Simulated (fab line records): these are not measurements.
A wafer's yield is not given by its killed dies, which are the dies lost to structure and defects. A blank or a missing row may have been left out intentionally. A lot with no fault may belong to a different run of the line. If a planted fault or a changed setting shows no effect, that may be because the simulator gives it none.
fab line records + flow sky130
[record]
- lots = 6
- wafers = 18
- last-day = 49
route steps=708 shown NWELL@82 PWDE@84 VT_ADJUST_HVTP@85 VT_ADJUST_LVTN@97 PAD_OPEN@708
lots untouched by any fault: they come from a run of this same line in which no faults occurred
start-h: start of the lot's first displayed wafer, in hours after the record's first day + wait-h: how many hours have passed since the lot's step before this one + " repeats the value in the row above + L1.1+2: several wafers, shown together as one row + - no value, or no start given + * or withheld: withheld + < > ~ a bound
route shown NAME@n: names a module that has steps shown in the file, with the first one's number in the route + usual: mean/standard deviation taken from wafers without a fault + same: alike in all rows + chamber/n: place in a boat + sites: the reading at each site + _std_site: how widely they spread, as a standard deviation + _edge_site: the outer-site mean with the inner-site mean subtracted + radius-mm: for every site, how far away it sits from the centre of the wafer + mask NAME#n: copy n + behind: the most recent tool/chamber to have shaped the wafer + hold: what put the lot on hold/how long, in hours/how the hold closed + device: whichever transistor did not switch (one of n, p or np) + end of line: tests run on the same wafers once the route is complete + where a step has no rows: the recipe by itself + killed: at the first sort, the dies lost to defects and structure; wafer yield is something else + map: the dies of a wafer, with x for killed, . for not killed, _ for no die there
set.NAME: the setting the step ran with; set.NAME@STEP: the setting that earlier step ran with + model.NAME: the simulator's own value behind a step, which no gauge read
lots seen at some steps along the route; tables by step, rows by wafer
services: when a tool's chamber went out of use (start-h, in hours from the record's first day, below 0 if earlier), for how many hours, and the reason
[[steps]]
[step SKY_NWELL_RS_MEAS_29]
[recipe]
- thk-meas-gauge = four-point-probe
[usual]
- NWELL_RS = 624.9/1.7
| lot.wafer | tool          | chamber | start-h | wait-h | NWELL_RS[ohm/sq] |
|-----------|---------------|---------|---------|--------|------------------|
| L913.3    | film-metro-04 | -       | 117.78  | 0.1    | 627.4            |
| L913.4    | "             | -       | "       | "      | 626.9            |
| L913.6    | "             | -       | "       | "      | 624.9            |
| L915.3    | film-metro-03 | -       | 135.70  | 0.1    | 623.4            |
| L915.4    | "             | -       | "       | "      | 625.5            |
| L915.5    | "             | -       | "       | "      | 625.2            |
| L920.1    | film-metro-04 | -       | 168.97  | 0.1    | 625.8            |
| L920.4    | "             | -       | "       | "      | 625.4            |
| L920.5    | "             | -       | "       | "      | 624.7            |
| L925.2    | film-metro-02 | -       | 197.10  | 0.1    | 625.6            |
| L925.3    | "             | -       | "       | "      | 624.2            |
| L925.4    | "             | -       | "       | "      | 626.2            |
| L926.3    | film-metro-03 | -       | 203.16  | 0.1    | 625.5            |
| L926.5    | "             | -       | "       | "      | 628.5            |
| L926.6    | "             | -       | "       | "      | 625.2            |
| L928.1    | film-metro-03 | -       | 214.27  | 0.1    | 626.1            |
| L928.5    | "             | -       | "       | "      | 624.9            |
| L928.6    | "             | -       | "       | "      | 627.9            |
[step SKY_NWELL_RS_MEAS_31]
[recipe]
- thk-meas-gauge = four-point-probe
[usual]
- PWDE_RS = 5275/17
| lot.wafer | tool          | chamber | start-h | wait-h | PWDE_RS[ohm/sq] |
|-----------|---------------|---------|---------|--------|-----------------|
| L913.3    | film-metro-04 | -       | 118.02  | 0.1    | 5266            |
| L913.4    | "             | -       | "       | "      | 5260            |
| L913.6    | "             | -       | "       | "      | 5282            |
| L915.3    | film-metro-03 | -       | 135.94  | 0.1    | 5272            |
| L915.4    | "             | -       | "       | "      | 5270            |
| L915.5    | "             | -       | "       | "      | 5285            |
| L920.1    | film-metro-04 | -       | 169.21  | 0.1    | 5298            |
| L920.4    | "             | -       | "       | "      | 5299            |
| L920.5    | "             | -       | "       | "      | 5283            |
| L925.2    | film-metro-02 | -       | 197.34  | 0.1    | 5272            |
| L925.3    | "             | -       | "       | "      | 5266            |
| L925.4    | "             | -       | "       | "      | 5251            |
| L926.3    | film-metro-03 | -       | 203.40  | 0.1    | 5296            |
| L926.5    | "             | -       | "       | "      | 5291            |
| L926.6    | "             | -       | "       | "      | 5302            |
| L928.1    | film-metro-03 | -       | 214.51  | 0.1    | 5285            |
| L928.5    | "             | -       | "       | "      | 5290            |
| L928.6    | "             | -       | "       | "      | 5269            |
[step SKY_VT_ADJUST_HVTP_DEHYDRATE_00]
[recipe]
- temp-c = 200
- time-s = 60
[step SKY_VT_ADJUST_HVTP_HMDS_01]
[recipe]
- prime-time-s = 60
- prime-temp-c = 120
[step SKY_VT_ADJUST_HVTP_COAT_02]
[recipe]
- resist = NOVOLAK
- spin-rpm = 3000
- resist-thk-nm = 1140
[step SKY_VT_ADJUST_HVTP_SOFTBAKE_03]
[recipe]
- temp-c = 90
- time-s = 60
- resist = NOVOLAK
[step SKY_VT_ADJUST_HVTP_EXPOSE_04]
[recipe]
- mask-id = HVTPM
- na = 0.6
- source-shape = conventional
- sigma-outer = 0.6
- polarization = unpolarized
- target-cd-nm = 380
- dose-mj = 140
[step SKY_VT_ADJUST_HVTP_PEB_05]
[recipe]
- temp-c = withheld
- time-s = *
- resist = NOVOLAK
[step SKY_VT_ADJUST_HVTP_DEVELOP_06]
[recipe]
- resist = NOVOLAK
- developer = TMAH
- develop-time-s = 60
- dev-temp-c = 23
[step SKY_VT_ADJUST_HVTP_CD_MEAS_07]
[recipe]
- target-cd-nm = 380
[usual]
- cd-nm = 380/3.6
| lot.wafer | tool      | chamber | start-h | wait-h | cd-nm |
|-----------|-----------|---------|---------|--------|-------|
| L913.3    | cd-sem-02 | -       | 136.53  | 0.1    | 380   |
| L913.4    | "         | -       | "       | "      | 380   |
| L913.6    | "         | -       | "       | "      | 382   |
| L915.3    | cd-sem-02 | -       | 155.12  | 0.1    | 384   |
| L915.4    | "         | -       | "       | "      | 384   |
| L915.5    | "         | -       | "       | "      | 384   |
| L920.1    | cd-sem-01 | -       | 189.39  | 0.1    | 380   |
| L920.4    | "         | -       | "       | "      | 382   |
| L920.5    | "         | -       | "       | "      | 382   |
| L925.2    | cd-sem-01 | -       | 218.76  | 0.1    | 386   |
| L925.3    | "         | -       | "       | "      | 387   |
| L925.4    | "         | -       | "       | "      | 388   |
| L926.3    | cd-sem-01 | -       | 225.57  | 0.1    | 379   |
| L926.5    | "         | -       | "       | "      | 379   |
| L926.6    | "         | -       | "       | "      | 377   |
| L928.1    | cd-sem-02 | -       | 236.98  | 0.1    | 378   |
| L928.5    | "         | -       | "       | "      | 377   |
| L928.6    | "         | -       | "       | "      | 377   |
[step SKY_VT_ADJUST_HVTP_OVL_MEAS_08]
[usual]
- VT_ADJUST_HVTP_OVL = -0.3/1.4
| lot.wafer | tool       | chamber | start-h | wait-h | VT_ADJUST_HVTP_OVL[nm] |
|-----------|------------|---------|---------|--------|------------------------|
| L913.3    | overlay-01 | -       | 136.62  | 0.1    | -1.8                   |
| L913.4    | "          | -       | "       | "      | -2.4                   |
| L913.6    | "          | -       | "       | "      | -2.3                   |
| L915.3    | overlay-01 | -       | 155.21  | 0.1    | -0.1                   |
| L915.4    | "          | -       | "       | "      | -2.6                   |
| L915.5    | "          | -       | "       | "      | -3.3                   |
| L920.1    | overlay-02 | -       | 189.51  | 0.1    | 0.2                    |
| L920.4    | "          | -       | "       | "      | 1.2                    |
| L920.5    | "          | -       | "       | "      | 0.8                    |
| L925.2    | overlay-02 | -       | 218.87  | 0.1    | -2.0                   |
| L925.3    | "          | -       | "       | "      | -0.5                   |
| L925.4    | "          | -       | "       | "      | -2.1                   |
| L926.3    | overlay-01 | -       | 225.66  | 0.1    | 0.0                    |
| L926.5    | "          | -       | "       | "      | -1.8                   |
| L926.6    | "          | -       | "       | "      | -1.7                   |
| L928.1    | overlay-01 | -       | 237.10  | 0.1    | 1.6                    |
| L928.5    | "          | -       | "       | "      | 1.3                    |
| L928.6    | "          | -       | "       | "      | 0.8                    |
[step SKY_VT_ADJUST_HVTP_IMPLANT_09]
[recipe]
- species = As
- energy-kev = 150
- dose-cm2 = 4.3e+12
- tilt-deg = withheld
[usual]
- beam-energy-keV = 150.00/0.042
- end-station-pressure-torr = 5.05e-06/2.8e-07
- faraday-current-uA = 24.2/0.47
| lot.wafer | tool         | chamber | start-h | wait-h | beam-energy-keV | end-station-pressure-torr | faraday-current-uA | model.implant.rp-nm | model.implant.drp-nm |
|-----------|--------------|---------|---------|--------|-----------------|---------------------------|--------------------|---------------------|----------------------|
| L913.3    | implanter-04 | 0       | 136.70  | 0.1    | 149.96          | 4.86e-06                  | 24.3               | 84.06               | 33.4                 |
| L913.4    | "            | 0       | "       | "      | 149.96          | 4.89e-06                  | 24.4               | 84.06               | 33.4                 |
| L913.6    | "            | 0       | "       | "      | 149.96          | 4.95e-06                  | 24.3               | 84.06               | 33.4                 |
| L915.3    | implanter-04 | 0       | 155.28  | 0.1    | 150.02          | 5.23e-06                  | 23.7               | 86                  | 33.4                 |
| L915.4    | "            | 0       | "       | "      | 150.04          | 4.71e-06                  | 24.3               | 86                  | 33.4                 |
| L915.5    | "            | 0       | "       | "      | 150.03          | 5.46e-06                  | 23.9               | 86                  | 33.4                 |
| L920.1    | implanter-03 | 0       | 189.55  | 0.0    | 150.09          | 5.65e-06                  | 24.6               | 83.21               | 33.4                 |
| L920.4    | "            | 0       | "       | "      | 149.99          | 4.27e-06                  | 24.0               | 83.21               | 33.4                 |
| L920.5    | "            | 0       | "       | "      | 149.95          | 5.17e-06                  | 24.6               | 83.21               | 33.4                 |
| L925.2    | implanter-03 | 0       | 218.92  | 0.0    | 135.63          | 5.29e-06                  | 24.2               | 77.81               | 30.82                |
| L925.3    | "            | 0       | "       | "      | 135.68          | 5.07e-06                  | 24.0               | 77.81               | 30.82                |
| L925.4    | "            | 0       | "       | "      | 135.61          | 4.48e-06                  | 24.4               | 77.81               | 30.82                |
| L926.3    | implanter-03 | 0       | 225.73  | 0.1    | 135.62          | 4.92e-06                  | 24.2               | 78.59               | 30.82                |
| L926.5    | "            | 0       | "       | "      | 135.54          | 5.14e-06                  | 24.3               | 78.59               | 30.82                |
| L926.6    | "            | 0       | "       | "      | 135.60          | 4.72e-06                  | 23.8               | 78.59               | 30.82                |
| L928.1    | implanter-01 | 0       | 237.13  | 0.0    | 149.95          | 5.02e-06                  | 24.3               | 81.79               | 33.4                 |
| L928.5    | "            | 0       | "       | "      | 150.01          | 5.1e-06                   | 23.6               | 81.79               | 33.4                 |
| L928.6    | "            | 0       | "       | "      | 149.96          | 4.73e-06                  | 24.8               | 81.79               | 33.4                 |
[step SKY_VT_ADJUST_HVTP_STRIP_10]
[recipe]
- chemistry = O2/N2
- power-w = 1400
- pressure-mtorr = 1500
- platen-temp-c = withheld
- o2-flow-sccm = 3000
- n2-flow-sccm = 300
- overash-fraction = 0.5
[usual]
- drypump-motor-current-A = 5.7/0.35
- n2-flow-sccm = 300.0/0.87
- oes-product-au = 0.715/0.0041
- strip-time-to-endpoint-s = 14.19/0.044
| lot.wafer | tool            | chamber | start-h | wait-h | drypump-motor-current-A | n2-flow-sccm | oes-product-au | rf-hours-counter-h | strip-time-to-endpoint-s |
|-----------|-----------------|---------|---------|--------|-------------------------|--------------|----------------|--------------------|--------------------------|
| L913.3    | plasma-asher-02 | 0       | 136.83  | 0.1    | 5.8                     | 299.1        | 0.710          | -                  | 14.20                    |
| L913.4    | "               | 1       | "       | "      | 5.9                     | 300.3        | 0.716          | -                  | 14.20                    |
| L913.6    | "               | 0       | "       | "      | 5.8                     | 301.0        | 0.713          | -                  | 14.15                    |
| L915.3    | plasma-asher-02 | 0       | 155.42  | 0.1    | 5.8                     | 299.0        | 0.714          | -                  | 14.17                    |
| L915.4    | "               | 1       | "       | "      | 5.9                     | 299.9        | 0.718          | -                  | 14.15                    |
| L915.5    | "               | 1       | "       | "      | 5.9                     | 299.3        | 0.717          | -                  | 14.19                    |
| L920.1    | plasma-asher-03 | 0       | 189.70  | 0.1    | 4.8                     | 300.0        | 0.713          | 39                 | 14.26                    |
| L920.4    | "               | 0       | "       | "      | 4.9                     | 301.3        | 0.711          | -                  | 14.19                    |
| L920.5    | "               | 1       | "       | "      | 6.1                     | 299.9        | 0.724          | -                  | 14.22                    |
| L925.2    | plasma-asher-02 | 1       | 219.05  | 0.1    | 5.9                     | 299.9        | 0.712          | 52                 | 14.16                    |
| L925.3    | "               | 0       | "       | "      | 5.8                     | 300.0        | 0.714          | -                  | 14.12                    |
| L925.4    | "               | 1       | "       | "      | 5.9                     | 298.9        | 0.720          | -                  | 14.12                    |
| L926.3    | plasma-asher-02 | 0       | 225.87  | 0.1    | 5.8                     | 300.0        | 0.712          | -                  | 14.24                    |
| L926.5    | "               | 1       | "       | "      | 5.9                     | 299.3        | 0.708          | -                  | 14.20                    |
| L926.6    | "               | 0       | "       | "      | 5.8                     | 298.7        | 0.715          | -                  | 14.23                    |
| L928.1    | plasma-asher-03 | 1       | 237.28  | 0.1    | 6.1                     | 299.7        | 0.714          | 43                 | 14.16                    |
| L928.5    | "               | 1       | "       | "      | 6.1                     | 301.0        | 0.709          | -                  | 14.20                    |
| L928.6    | "               | 0       | "       | "      | 4.8                     | 299.2        | 0.717          | -                  | 14.21                    |
[step SKY_VT_ADJUST_HVTP_TW_MEAS_11]
[usual]
- VT_ADJUST_HVTP_TW = 1345/5.8
| lot.wafer | tool          | chamber | start-h | wait-h | VT_ADJUST_HVTP_TW |
|-----------|---------------|---------|---------|--------|-------------------|
| L913.3    | film-metro-02 | -       | 136.92  | 0.1    | 1343              |
| L913.4    | "             | -       | "       | "      | 1345              |
| L913.6    | "             | -       | "       | "      | 1343              |
| L915.3    | film-metro-04 | -       | 155.50  | 0.1    | 1349              |
| L915.4    | "             | -       | "       | "      | 1342              |
| L915.5    | "             | -       | "       | "      | 1354              |
| L920.1    | film-metro-04 | -       | 189.80  | 0.1    | 1353              |
| L920.4    | "             | -       | "       | "      | 1349              |
| L920.5    | "             | -       | "       | "      | 1354              |
| L925.2    | film-metro-02 | -       | 219.16  | 0.1    | 1313              |
| L925.3    | "             | -       | "       | "      | 1298              |
| L925.4    | "             | -       | "       | "      | 1302              |
| L926.3    | film-metro-02 | -       | 226.00  | 0.1    | 1307              |
| L926.5    | "             | -       | "       | "      | 1301              |
| L926.6    | "             | -       | "       | "      | 1311              |
| L928.1    | film-metro-04 | -       | 237.42  | 0.1    | 1346              |
| L928.5    | "             | -       | "       | "      | 1343              |
| L928.6    | "             | -       | "       | "      | 1352              |
[step SKY_VT_ADJUST_LVTN_DEHYDRATE_00]
[recipe]
- temp-c = 200
- time-s = 60
[step SKY_PAD_OPEN_PROBE_99]
[usual]
- killed_at_M0_to_M3 = 44/6
- killed_at_M4_up = 3.3/2.1
- killed-at-contacts = 25/5.5
- killed-at-front-end = 15/4.3
- killed-at-other = 0.2/0.41
- killed-dies = 88/9.1
- killed-open = 48/6.6
- killed-short = 39/6.7
[same]
- gross-dies = 492
- killed-at-back-side = 0
| lot.wafer | tool      | chamber | start-h | wait-h | killed_at_M0_to_M3 | killed_at_M4_up | killed-at-contacts | killed-at-front-end | killed-at-other | killed-dies | killed-open | killed-short | model.etest.tip-p.rs-ohm-sq | model.etest.pfet_01v8.r-on-ohm-um | model.etest.pfet_01v8.drive-ua-um | model.etest.pfet_01v8_mvt.drive-ua-um | model.etest.pfet_01v8_hvt.drive-ua-um | model.etest.sram-pfet-latch.drive-ua-um | model.etest.pfet_01v8_mvt.off-log10-a-um | model.etest.pfet_01v8.off-log10-a-um |
|-----------|-----------|---------|---------|--------|--------------------|-----------------|--------------------|---------------------|-----------------|-------------|-------------|--------------|-----------------------------|-----------------------------------|-----------------------------------|---------------------------------------|---------------------------------------|-----------------------------------------|------------------------------------------|--------------------------------------|
| L913.3    | prober-01 | -       | 1087.68 | 0.2    | 48                 | 2               | 28                 | 17                  | 0               | 95          | 49          | 46           | 6888                        | 2871                              | 197.2                             | 153.7                                 | 145.3                                 | 143.1                                   | -10.28                                   | -9.256                               |
| L913.4    | prober-01 | -       | 1087.73 | 0.2    | 45                 | 3               | 20                 | 10                  | 0               | 78          | 45          | 33           | 6887                        | 2883                              | 197.9                             | 152.9                                 | 145.3                                 | 142.6                                   | -10.4                                    | -9.297                               |
| L913.6    | prober-01 | -       | 1087.83 | 0.2    | 33                 | 1               | 25                 | 12                  | 0               | 71          | 37          | 33           | 6910                        | 2874                              | 195.6                             | 153.4                                 | 147.1                                 | 151                                     | -10.59                                   | -9.613                               |
| L915.3    | prober-02 | -       | 1130.20 | 0.2    | 43                 | 7               | 20                 | 17                  | 0               | 87          | 55          | 32           | 6747                        | 2795                              | 201.7                             | 157.4                                 | 150.3                                 | 147.8                                   | -10.28                                   | -9.175                               |
| L915.4    | prober-02 | -       | 1130.25 | 0.2    | 36                 | 9               | 17                 | 18                  | 0               | 80          | 42          | 38           | 6764                        | 2833                              | 198.8                             | 156                                   | 148.9                                 | 145.8                                   | -10.42                                   | -9.293                               |
| L915.5    | prober-02 | -       | 1130.30 | 0.2    | 37                 | 4               | 28                 | 17                  | 0               | 86          | 55          | 31           | 6765                        | 2812                              | 201.5                             | 157.6                                 | 150.2                                 | 148.9                                   | -10.1                                    | -9.082                               |
| L920.1    | prober-02 | -       | 1137.50 | 0.1    | 50                 | 4               | 31                 | 15                  | 0               | 100         | 46          | 54           | 6921                        | 2931                              | 189.1                             | 150                                   | 141.4                                 | 137.7                                   | -11.06                                   | -10.07                               |
| L920.4    | prober-02 | -       | 1137.65 | 0.2    | 34                 | 3               | 22                 | 19                  | 1               | 79          | 43          | 35           | 6950                        | 2905                              | 191.2                             | 151.2                                 | 141.9                                 | 139.1                                   | -10.82                                   | -9.872                               |
| L920.5    | prober-02 | -       | 1137.70 | 0.2    | 43                 | 1               | 32                 | 14                  | 0               | 90          | 49          | 41           | 6960                        | 2934                              | 189.7                             | 150.7                                 | 142                                   | 136.1                                   | -10.88                                   | -9.802                               |
| L925.2    | prober-01 | -       | 1161.75 | 0.1    | 37                 | 0               | 32                 | 17                  | 0               | 86          | 46          | 40           | 7153                        | 3016                              | 180.6                             | 141.2                                 | 134.6                                 | 128.5                                   | -11.92                                   | -10.86                               |
| L925.3    | prober-01 | -       | 1161.80 | 0.2    | 38                 | 5               | 25                 | 12                  | 1               | 81          | 43          | 37           | 7138                        | 3050                              | 179.6                             | 140.9                                 | 133.9                                 | 131.2                                   | -12.09                                   | -10.88                               |
| L925.4    | prober-01 | -       | 1161.85 | 0.2    | 49                 | 2               | 25                 | 12                  | 0               | 88          | 47          | 41           | 7168                        | 3055                              | 179.1                             | 140                                   | 131.1                                 | 130.5                                   | -12.06                                   | -10.83                               |
| L926.3    | prober-02 | -       | 1171.73 | 0.2    | 39                 | 0               | 23                 | 4                   | 0               | 66          | 41          | 25           | 7090                        | 3044                              | 179.3                             | 142.6                                 | 133.6                                 | 133.1                                   | -11.74                                   | -11.02                               |
| L926.5    | prober-02 | -       | 1171.83 | 0.2    | 45                 | 3               | 26                 | 18                  | 0               | 92          | 44          | 48           | 7084                        | 3030                              | 181.4                             | 143.4                                 | 133.9                                 | 125.7                                   | -11.71                                   | -10.74                               |
| L926.6    | prober-02 | -       | 1171.88 | 0.2    | 50                 | 5               | 29                 | 15                  | 1               | 100         | 52          | 48           | 7125                        | 2985                              | 185                               | 146                                   | 138.1                                 | 140.9                                   | -11.87                                   | -10.9                                |
| L928.1    | prober-02 | -       | 1185.16 | 0.1    | 41                 | 5               | 31                 | 9                   | 0               | 86          | 49          | 37           | 6926                        | 2902                              | 188.7                             | 150.8                                 | 140                                   | 140                                     | -10.92                                   | -10.07                               |
| L928.5    | prober-02 | -       | 1185.36 | 0.2    | 45                 | 6               | 20                 | 9                   | 0               | 80          | 43          | 37           | 6940                        | 2949                              | 186.7                             | 149.2                                 | 137.2                                 | 134.2                                   | -11.02                                   | -10.38                               |
| L928.6    | prober-02 | -       | 1185.41 | 0.2    | 41                 | 5               | 29                 | 14                  | 0               | 89          | 50          | 39           | 6941                        | 2972                              | 183.9                             | 147.5                                 | 136.7                                 | 133.5                                   | -11.07                                   | -10.41                               |
// killed by level:class
L913.3 VIA1:geometric-particle:open=13 LI_CONTACT:geometric-particle:open=8 CONTACT:geometric-particle:short=8 VIA2:geometric-particle:open=7 FIELD_ISO:geometric-particle:short=6 VIA3:geometric-particle:open=5 CONTACT:geometric-particle:open=5 METAL1:geometric-particle:short=5
L913.4 VIA3:geometric-particle:open=12 CONTACT:geometric-particle:open=10 METAL2:geometric-particle:short=7 LI_CONTACT:geometric-particle:open=5 METAL1:geometric-particle:short=5 VIA1:geometric-particle:short=5 VIA1:geometric-particle:open=4 FIELD_ISO:geometric-particle:open=2
L913.6 CONTACT:geometric-particle:open=11 CONTACT:geometric-particle:short=6 VIA1:geometric-particle:open=6 FIELD_ISO:geometric-particle:short=5 FIELD_ISO:geometric-particle:open=5 LI_CONTACT:geometric-particle:open=4 METAL1:geometric-particle:short=4 METAL2:geometric-particle:short=4
L915.3 VIA1:geometric-particle:open=13 LI_CONTACT:geometric-particle:open=9 VIA3:geometric-particle:open=8 POLY_GATE:geometric-particle:open=6 VIA2:geometric-particle:open=6 CONTACT:geometric-particle:open=5 METAL4:geometric-particle:short=5 FIELD_ISO:geometric-particle:short=4
L915.4 VIA1:geometric-particle:open=8 FIELD_ISO:geometric-particle:open=6 LI_CONTACT:geometric-particle:open=6 VIA3:geometric-particle:open=6 METAL4:geometric-particle:short=6 FIELD_ISO:geometric-particle:short=5 POLY_GATE:geometric-particle:short=4 CONTACT:geometric-particle:open=4
L915.5 CONTACT:geometric-particle:open=11 VIA1:geometric-particle:open=8 LI_CONTACT:geometric-particle:open=7 VIA2:geometric-particle:open=7 FIELD_ISO:geometric-particle:open=5 VIA3:geometric-particle:open=5 POLY_GATE:geometric-particle:open=4 VIA1:geometric-particle:short=4
L920.1 CONTACT:geometric-particle:open=14 VIA1:geometric-particle:short=10 VIA1:geometric-particle:open=9 LI_CONTACT:geometric-particle:short=8 VIA3:geometric-particle:short=6 METAL2:geometric-particle:short=6 VIA3:geometric-particle:open=6 LI_CONTACT:geometric-particle:open=5
L920.4 VIA1:geometric-particle:open=12 CONTACT:geometric-particle:open=9 VIA1:geometric-particle:short=6 CONTACT:geometric-particle:short=5 VIA2:geometric-particle:short=4 POLY_GATE:geometric-particle:short=4 POLY_GATE:geometric-particle:open=4 LI_CONTACT:geometric-particle:open=4
L920.5 LI_CONTACT:geometric-particle:open=12 VIA1:geometric-particle:open=9 CONTACT:geometric-particle:short=6 CONTACT:geometric-particle:open=6 METAL1:geometric-particle:short=6 VIA3:geometric-particle:open=6 LI_CONTACT:geometric-particle:short=5 VIA1:geometric-particle:short=5
L925.2 CONTACT:geometric-particle:open=11 VIA1:geometric-particle:open=9 POLY_GATE:geometric-particle:short=8 VIA2:geometric-particle:open=7 LOCAL_INTERCONNECT:geometric-particle:short=6 POLY_GATE:geometric-particle:open=5 LI_CONTACT:geometric-particle:open=5 CONTACT:geometric-particle:short=5
L925.3 VIA1:geometric-particle:short=10 VIA1:geometric-particle:open=8 VIA2:geometric-particle:open=8 CONTACT:geometric-particle:short=7 CONTACT:geometric-particle:open=7 VIA3:geometric-particle:open=5 METAL4:geometric-particle:short=4 FIELD_ISO:geometric-particle:short=3
L925.4 VIA1:geometric-particle:open=11 LI_CONTACT:geometric-particle:open=8 METAL1:geometric-particle:short=8 CONTACT:geometric-particle:open=7 VIA2:geometric-particle:open=7 VIA3:geometric-particle:open=6 LOCAL_INTERCONNECT:geometric-particle:short=4 VIA2:geometric-particle:short=4
L926.3 VIA2:geometric-particle:open=11 LI_CONTACT:geometric-particle:open=10 CONTACT:geometric-particle:open=7 VIA1:geometric-particle:open=7 VIA2:geometric-particle:short=6 METAL1:geometric-particle:short=4 LOCAL_INTERCONNECT:geometric-particle:short=3 VIA3:geometric-particle:short=3
L926.5 VIA1:geometric-particle:open=11 METAL1:geometric-particle:short=8 FIELD_ISO:geometric-particle:short=7 LOCAL_INTERCONNECT:geometric-particle:short=6 VIA2:geometric-particle:open=6 CONTACT:geometric-particle:open=6 VIA1:geometric-particle:short=6 LI_CONTACT:geometric-particle:open=5
L926.6 CONTACT:geometric-particle:open=10 LI_CONTACT:geometric-particle:open=9 VIA1:geometric-particle:short=8 VIA3:geometric-particle:open=7 VIA2:geometric-particle:open=7 METAL1:geometric-particle:short=6 FIELD_ISO:geometric-particle:short=5 FIELD_ISO:geometric-particle:open=5
L928.1 CONTACT:geometric-particle:open=10 VIA1:geometric-particle:open=9 VIA2:geometric-particle:open=8 VIA3:geometric-particle:open=8 LI_CONTACT:geometric-particle:open=6 LOCAL_INTERCONNECT:geometric-particle:short=6 CONTACT:geometric-particle:short=5 METAL3:geometric-particle:short=5
L928.5 CONTACT:geometric-particle:open=10 METAL1:geometric-particle:short=9 VIA2:geometric-particle:open=6 VIA3:geometric-particle:open=6 VIA1:geometric-particle:open=5 LI_CONTACT:geometric-particle:open=4 LOCAL_INTERCONNECT:geometric-particle:short=4 METAL4:geometric-particle:short=4
L928.6 VIA1:geometric-particle:open=12 CONTACT:geometric-particle:open=11 VIA3:geometric-particle:open=9 POLY_GATE:geometric-particle:short=6 LI_CONTACT:geometric-particle:open=6 METAL1:geometric-particle:short=6 LOCAL_INTERCONNECT:geometric-particle:short=5 METAL3:geometric-particle:short=4
[[services]]
| tool         | chamber | start-h | hours | kind   |
|--------------|---------|---------|-------|--------|
| implanter-01 | -       | 129.56  | 9.0   | pm     |
| implanter-04 | -       | 130.70  | 1.7   | repair |
| implanter-01 | -       | 142.23  | 5.2   | repair |
| implanter-03 | -       | 161.52  | 3.8   | repair |
| implanter-03 | -       | 170.05  | 3.0   | pm     |
| implanter-04 | -       | 171.53  | 2.1   | pm     |
| implanter-03 | -       | 173.32  | 12.2  | repair |
| implanter-04 | -       | 194.55  | 3.2   | pm     |
[[key]]
[first-sign]
- step = SKY_VT_ADJUST_HVTP_IMPLANT_09
- reading = beam-energy-keV
- direction = down
- sigmas = 99+
- usual = *
- struck = *
[effect]
- step = SKY_VT_ADJUST_HVTP_TW_MEAS_11
- reading = VT_ADJUST_HVTP_TW
- direction = down
- sigmas = 6.9
- usual = 1345
- struck = 1305
[model-effect]
- step = SKY_VT_ADJUST_HVTP_IMPLANT_09
- value = implant.rp-nm
- without = 86.01
- struck = 78.2
[model-effect]
- step = SKY_PAD_OPEN_PROBE_99
- value = etest.tip-p.rs-ohm-sq
- without = 6809
- struck = 7126
met-at SKY_VT_ADJUST_HVTP_IMPLANT_09
struck-wafers L925.2,L925.3,L925.4,L926.3,L926.5,L926.6
tester-left-out L925,L926
onset-between 189.55 218.92
[fault]
- kind = process-parameter-drift
- tool = implanter-03
- chamber = -
- onset-h = 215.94
- steps = SKY_VT_ADJUST_HVTP_IMPLANT_09
- channel = energy-kev
- offset = *
- shape = step
- end-h = 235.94
- acts-in = *
- stated = *
// tester-left-out: of these lots the tester's yield and bins aren't shown, on N5 and GAA mostly nor the transistor test; their killed dies are dies lost to structure and defects alone, not to doping, threshold or leakage, so they don't give the yield
